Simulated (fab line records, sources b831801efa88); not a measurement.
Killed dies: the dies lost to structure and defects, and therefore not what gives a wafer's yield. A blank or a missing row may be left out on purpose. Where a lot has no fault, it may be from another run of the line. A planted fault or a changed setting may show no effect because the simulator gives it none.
fab line records	flow sky130
[record] lots = 11	wafers = 33	last-day = 50
route steps=708 shown METAL2@485 VIA2@507 PAD_OPEN@708
lots that met no fault: from a run of the same line without faults
start-h: the number of hours between the record's first day and the start of the first shown wafer of the lot	wait-h: hours elapsed since this lot's preceding step	" repeats the value in the row above	L1.1+2: one row covering several wafers at once	- no value, or no start was given	* or withheld: withheld	< > ~ a bound
route shown NAME@n: a module of which the file shows steps, and the number in the route of the first	usual: mean/standard deviation of fault-free wafers	same: alike in all rows	chamber/n: place in a boat	sites: per-site readings	_std_site: standard deviation of those values	_edge_site: outer sites' mean less inner sites'	radius-mm: how far each site lies from the wafer's centre	mask NAME#n: copy n	behind: tool/chamber where the wafer was last shaped	hold: the reason the lot was held/the length of the hold in hours/how it ended	device: whichever transistor did not switch (one of n, p or np)	end of line: at the end of the route, the tests of the same wafers	a step given without rows: its recipe and nothing more	killed: count of dies lost to structure and defects at first sort (not the wafer's yield)	map: per-die view of a wafer (x killed, . not killed, _ where there is no die)
set.NAME: the setting as run; set.NAME@STEP: as run at that earlier step	model.NAME: the simulator's own value behind a step, which no gauge read
the route's steps for a sample of lots (tables are steps, rows are wafers)
services: when a tool's chamber went out of use (start-h, in hours from the record's first day, below 0 if earlier), for how many hours, and the reason
[[steps]]
[step SKY_METAL2_SPUTTER_02]
[recipe] material = AlCu	target-thk-nm = 250	power-w = 10600	time-s = 13.3	chamber-pressure-pa = 0.4
[usual] chamber-pressure-pa = 0.4000/0.00078	throttle-valve-pct = 29.8/1.1
lot.wafer	tool	chamber	start-h	wait-h	chamber-pressure-pa	throttle-valve-pct
L389.1	pvd-sputter-04	-	801.42	0.0	0.3994	28.4
L389.4	"	-	"	"	0.4007	30.0
L389.6	"	-	"	"	0.4003	28.1
L390.4	pvd-sputter-04	-	807.95	0.0	0.4001	30.1
L390.5	"	-	"	"	0.3994	30.1
L390.6	"	-	"	"	0.4020	29.6
L391.1	pvd-sputter-02	-	812.15	0.0	0.3994	32.1
L391.4	"	-	"	"	0.4010	30.5
L391.6	"	-	"	"	0.4006	30.1
L392.2	pvd-sputter-04	-	822.77	0.0	0.4006	29.9
L392.3	"	-	"	"	0.4004	29.4
L392.5	"	-	"	"	0.3996	28.0
L401.1	pvd-sputter-03	-	892.32	0.0	0.4015	30.9
L401.4	"	-	"	"	0.3997	30.9
L401.5	"	-	"	"	0.3993	29.5
L402.1	pvd-sputter-02	-	898.77	0.0	0.3995	27.4
L402.2	"	-	"	"	0.4022	32.1
L402.5	"	-	"	"	0.4001	27.5
L408.1	pvd-sputter-03	-	943.42	0.0	0.3993	29.1
L408.4	"	-	"	"	0.3991	30.8
L408.5	"	-	"	"	0.3995	29.5
L409.1	pvd-sputter-04	-	946.61	0.0	0.3991	30.1
L409.4	"	-	"	"	0.4002	28.0
L409.5	"	-	"	"	0.3994	30.0
L410.1	pvd-sputter-04	-	952.42	0.0	0.3989	29.8
L410.2	"	-	"	"	0.3995	28.3
L410.4	"	-	"	"	0.4000	29.5
L411.1	pvd-sputter-02	-	961.74	0.0	0.3997	32.0
L411.2	"	-	"	"	0.3995	29.8
L411.5	"	-	"	"	0.4003	32.2
L412.2	pvd-sputter-02	-	967.87	0.0	0.3992	32.0
L412.4	"	-	"	"	0.3999	32.2
L412.5	"	-	"	"	0.4005	29.9
[step SKY_VIA2_HDPCVD_00]
[recipe] material = SiO2	target-thk-nm = 1180	sigma-open-frac = 0.3	time-s = 196.7	temp-c = 400	sih4-flow-sccm = 60	pressure-mtorr = 6
[usual] sih4-flow-sccm = 60.00/0.18
lot.wafer	tool	chamber	start-h	wait-h	sih4-flow-sccm
L389.1	hdpcvd-01	0	828.95	0.0	59.92
L389.4	"	2	"	"	59.78
L389.6	"	1	"	"	60.04
L390.4	hdpcvd-01	1	835.92	0.1	59.89
L390.5	"	2	"	"	60.05
L390.6	"	0	"	"	60.32
L391.1	hdpcvd-02	2	840.24	0.0	59.93
L391.4	"	0	"	"	60.21
L391.6	"	1	"	"	59.76
L392.2	hdpcvd-01	1	850.45	0.0	60.13
L392.3	"	0	"	"	60.08
L392.5	"	1	"	"	60.15
L401.1	hdpcvd-01	0	918.91	0.0	90.25
L401.4	"	0	"	"	90.34
L401.5	"	2	"	"	89.85
L402.1	hdpcvd-01	0	924.33	0.0	90.11
L402.2	"	1	"	"	89.88
L402.5	"	0	"	"	89.88
L408.1	hdpcvd-02	1	968.86	0.0	59.78
L408.4	"	1	"	"	60.06
L408.5	"	2	"	"	59.68
L409.1	hdpcvd-02	1	971.46	0.0	60.24
L409.4	"	2	"	"	60.06
L409.5	"	1	"	"	59.92
L410.1	hdpcvd-02	0	977.94	0.0	59.65
L410.2	"	1	"	"	60.18
L410.4	"	2	"	"	59.91
L411.1	hdpcvd-02	0	987.22	0.0	59.96
L411.2	"	1	"	"	59.81
L411.5	"	0	"	"	60.06
L412.2	hdpcvd-02	0	992.74	0.0	60.28
L412.4	"	2	"	"	60.06
L412.5	"	0	"	"	60.30
[step SKY_VIA2_THK_MEAS_01]
[recipe] reads = SiO2_of_VIA2_HDPCVD_00
[usual] VIA2_HDPCVD_THK = 1179/12
lot.wafer	tool	chamber	start-h	wait-h	VIA2_HDPCVD_THK[nm]
L389.1	film-metro-04	-	829.07	0.1	1164
L389.4	"	-	"	"	1181
L389.6	"	-	"	"	1158
L390.4	film-metro-01	-	836.01	0.0	1163
L390.5	"	-	"	"	1182
L390.6	"	-	"	"	1171
L391.1	film-metro-03	-	840.36	0.1	1191
L391.4	"	-	"	"	1165
L391.6	"	-	"	"	1189
L392.2	film-metro-04	-	850.58	0.1	1177
L392.3	"	-	"	"	1161
L392.5	"	-	"	"	1169
L401.1	film-metro-01	-	919.04	0.1	1781
L401.4	"	-	"	"	1772
L401.5	"	-	"	"	1784
L402.1	film-metro-01	-	924.46	0.1	1758
L402.2	"	-	"	"	1762
L402.5	"	-	"	"	1774
L408.1	film-metro-01	-	968.98	0.1	1200
L408.4	"	-	"	"	1210
L408.5	"	-	"	"	1191
L409.1	film-metro-01	-	971.59	0.1	1189
L409.4	"	-	"	"	1155
L409.5	"	-	"	"	1184
L410.1	film-metro-03	-	978.07	0.1	1163
L410.2	"	-	"	"	1196
L410.4	"	-	"	"	1181
L411.1	film-metro-04	-	987.34	0.1	1161
L411.2	"	-	"	"	1192
L411.5	"	-	"	"	1166
L412.2	film-metro-04	-	992.88	0.1	1173
L412.4	"	-	"	"	1188
L412.5	"	-	"	"	1178
[step SKY_VIA2_BOW_MEAS_03]
[recipe] mode = bow
[usual] VIA2_BOW = 85/6.7
lot.wafer	tool	chamber	start-h	wait-h	VIA2_BOW[um]
L389.1	film-metro-04	-	829.43	0.1	75
L389.4	"	-	"	"	87
L389.6	"	-	"	"	80
L390.4	film-metro-04	-	836.40	0.2	94
L390.5	"	-	"	"	87
L390.6	"	-	"	"	86
L391.1	film-metro-03	-	840.72	0.1	94
L391.4	"	-	"	"	88
L391.6	"	-	"	"	88
L392.2	film-metro-01	-	851.25	0.1	80
L392.3	"	-	"	"	100
L392.5	"	-	"	"	79
L401.1	film-metro-04	-	919.40	0.1	81
L401.4	"	-	"	"	84
L401.5	"	-	"	"	83
L402.1	film-metro-03	-	924.88	0.1	84
L402.2	"	-	"	"	88
L402.5	"	-	"	"	97
L408.1	film-metro-01	-	969.37	0.2	87
L408.4	"	-	"	"	96
L408.5	"	-	"	"	79
L409.1	film-metro-01	-	971.95	0.1	97
L409.4	"	-	"	"	93
L409.5	"	-	"	"	93
L410.1	film-metro-01	-	978.60	0.1	84
L410.2	"	-	"	"	91
L410.4	"	-	"	"	84
L411.1	film-metro-03	-	987.70	0.2	87
L411.2	"	-	"	"	94
L411.5	"	-	"	"	86
L412.2	film-metro-01	-	993.25	0.1	82
L412.4	"	-	"	"	75
L412.5	"	-	"	"	80
[step SKY_VIA2_OVL_MEAS_13]
[usual] VIA2_OVL = -3/4.9
lot.wafer	tool	chamber	start-h	wait-h	VIA2_OVL[nm]
L389.1	overlay-01	-	855.39	0.1	-3
L389.4	"	-	"	"	0
L389.6	"	-	"	"	3
L390.4	overlay-01	-	863.22	0.1	-1
L390.5	"	-	"	"	-7
L390.6	"	-	"	"	-7
L391.1	overlay-02	-	866.74	0.1	-3
L391.4	"	-	"	"	-5
L391.6	"	-	"	"	-3
L392.2	overlay-01	-	876.62	0.1	-14
L392.3	"	-	"	"	-6
L392.5	"	-	"	"	-10
L401.1	overlay-02	-	944.14	0.1	-10
L401.4	"	-	"	"	-12
L401.5	"	-	"	"	-5
L402.1	overlay-01	-	949.57	0.1	-13
L402.2	"	-	"	"	-9
L402.5	"	-	"	"	-14
L408.1	overlay-02	-	993.34	0.1	-6
L408.4	"	-	"	"	1
L408.5	"	-	"	"	-2
L409.1	overlay-02	-	995.92	0.1	-4
L409.4	"	-	"	"	-7
L409.5	"	-	"	"	-4
L410.1	overlay-01	-	1002.39	0.1	-1
L410.2	"	-	"	"	-6
L410.4	"	-	"	"	-1
L411.1	overlay-01	-	1011.09	0.1	1
L411.2	"	-	"	"	3
L411.5	"	-	"	"	-1
L412.2	overlay-01	-	1016.71	0.1	-5
L412.4	"	-	"	"	-4
L412.5	"	-	"	"	-7
[step SKY_PAD_OPEN_PROBE_99]
[usual] defect-limited-yield = 82.9/1.9	killed_at_M0_to_M3 = 42/6.3	killed_at_M4_up = 2.8/1.9	killed-at-contacts = 23/5.3	killed-at-front-end = 16/4.3	killed-at-other = 0.2/0.51	killed-dies = 84/9.3	killed-open = 46/7.6	killed-short = 38/6.3	sort_bin_3_pad_short = 0.8/0.41	sort_bin_5_function = 10.0/1.4	sort_bin_6_memory = 6.2/1.1	sort-n-pass = 408/9.3	sort-yield-pct = 82.9/1.9
[same] gross-dies = 492	killed-at-back-side = 0	sort_bin_4_leakage[%] = 0	sort_bin_8_speed[%] = 0
lot.wafer	tool	chamber	start-h	wait-h	defect-limited-yield[%]	killed_at_M0_to_M3	killed_at_M4_up	killed-at-contacts	killed-at-front-end	killed-at-other	killed-dies	killed-open	killed-short	sort_bin_3_pad_short[%]	sort_bin_5_function[%]	sort_bin_6_memory[%]	sort-n-pass	sort-yield-pct[%]
L402.1	prober-02	-	1158.78	0.1	80.7	42	4	30	19	0	95	52	43	1.6	10.2	7.5	397	80.7
L402.2	prober-02	-	1158.83	0.1	85.0	47	1	16	9	1	74	36	38	1.0	8.5	5.5	418	85.0
L402.5	prober-02	-	1158.98	0.2	83.5	42	1	23	15	0	81	46	35	0.8	9.3	6.3	411	83.5
L411.1	prober-02	-	1202.19	0.1	82.1	42	9	18	19	0	88	45	43	1.2	10.8	5.9	404	82.1
L411.2	prober-02	-	1202.24	0.1	82.1	46	4	23	15	0	88	50	38	0.2	11.0	6.7	404	82.1
L411.5	prober-02	-	1202.39	0.2	83.5	37	8	19	14	3	81	37	44	1.0	9.1	6.3	411	83.5
// killed by level:class
L402.1 CONTACT:geometric-particle:open=10 FIELD_ISO:geometric-particle:short=9 VIA1:geometric-particle:open=9 LOCAL_INTERCONNECT:geometric-particle:short=7 LI_CONTACT:geometric-particle:open=7 VIA3:geometric-particle:open=7 VIA2:geometric-particle:open=6 METAL2:geometric-particle:short=4
L402.2 VIA1:geometric-particle:open=15 LI_CONTACT:geometric-particle:open=6 METAL1:geometric-particle:short=5 VIA2:geometric-particle:open=5 METAL3:geometric-particle:short=5 METAL2:geometric-particle:short=4 LI_CONTACT:geometric-particle:short=4 VIA2:geometric-particle:short=4
L402.5 CONTACT:geometric-particle:open=10 VIA1:geometric-particle:short=9 VIA1:geometric-particle:open=8 FIELD_ISO:geometric-particle:open=5 LI_CONTACT:geometric-particle:open=5 POLY_GATE:geometric-particle:open=5 LOCAL_INTERCONNECT:geometric-particle:short=5 VIA2:geometric-particle:open=5
L411.1 FIELD_ISO:geometric-particle:open=10 METAL2:geometric-particle:short=10 CONTACT:geometric-particle:open=8 METAL4:geometric-particle:short=7 VIA1:geometric-particle:open=7 FIELD_ISO:geometric-particle:short=6 VIA2:geometric-particle:open=6 CONTACT:geometric-particle:short=4
L411.2 VIA3:geometric-particle:open=10 LI_CONTACT:geometric-particle:open=9 VIA1:geometric-particle:open=9 VIA2:geometric-particle:open=6 FIELD_ISO:geometric-particle:open=5 LOCAL_INTERCONNECT:geometric-particle:short=5 CONTACT:geometric-particle:open=5 VIA2:geometric-particle:short=5
L411.5 CONTACT:geometric-particle:open=7 VIA3:geometric-particle:open=7 FIELD_ISO:geometric-particle:open=6 CONTACT:geometric-particle:short=6 VIA1:geometric-particle:open=6 METAL4:geometric-particle:short=6 METAL2:geometric-particle:short=5 VIA2:geometric-particle:open=5
[[services]]
tool	chamber	start-h	hours	kind
pvd-sputter-04	-	792.07	0.6	repair
hdpcvd-02	-	794.37	14.6	pm
pvd-sputter-04	1	830.26	-	consumable-replace:kit
pvd-sputter-04	1	830.26	18.0	scheduled-down
pvd-sputter-04	1	830.26	18.0	vent-cycle
pvd-sputter-03	1	859.64	-	consumable-replace:kit
pvd-sputter-03	1	859.64	18.0	scheduled-down
pvd-sputter-03	1	859.64	18.0	vent-cycle
pvd-sputter-03	-	945.22	2.5	repair
hdpcvd-01	-	945.28	0.6	repair
pvd-sputter-03	-	946.85	3.5	repair
hdpcvd-02	-	950.25	15.0	pm
hdpcvd-02	0	950.25	15.0	vent-cycle
hdpcvd-02	1	950.25	15.0	vent-cycle
hdpcvd-02	2	950.25	15.0	vent-cycle
pvd-sputter-02	0	958.13	-	consumable-replace:kit
pvd-sputter-02	0	958.13	18.0	scheduled-down
pvd-sputter-02	0	958.13	18.0	vent-cycle
hdpcvd-02	0	965.25	-	clean
hdpcvd-02	1	965.25	-	clean
hdpcvd-02	2	965.25	-	clean
hdpcvd-01	-	986.07	1.4	repair
pvd-sputter-03	0	992.11	-	consumable-replace:kit
pvd-sputter-03	0	992.11	18.0	scheduled-down
[[key]]
[first-sign] step = SKY_VIA2_HDPCVD_00	reading = sih4-flow-sccm	direction = up	sigmas = 99+	usual = 60.00	struck = 90.05
[effect] step = SKY_VIA2_THK_MEAS_01	reading = VIA2_HDPCVD_THK	direction = up	sigmas = 48	usual = 1179	struck = 1772
met-at SKY_VIA2_HDPCVD_00
struck-lots L401,L402
not-acting-at SKY_METAL2_SPUTTER_02,SKY_VIA2_BOW_MEAS_03,SKY_VIA2_OVL_MEAS_13
onset-between 850.45 918.91
[fault] kind = process-parameter-drift	tool = hdpcvd-01	chamber = -	onset-h = 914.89	steps = SKY_VIA2_HDPCVD_00	channel = sih4-flow-sccm	offset = 30	shape = step	end-h = 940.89	acts-in = these-recipes-only	stated = 60
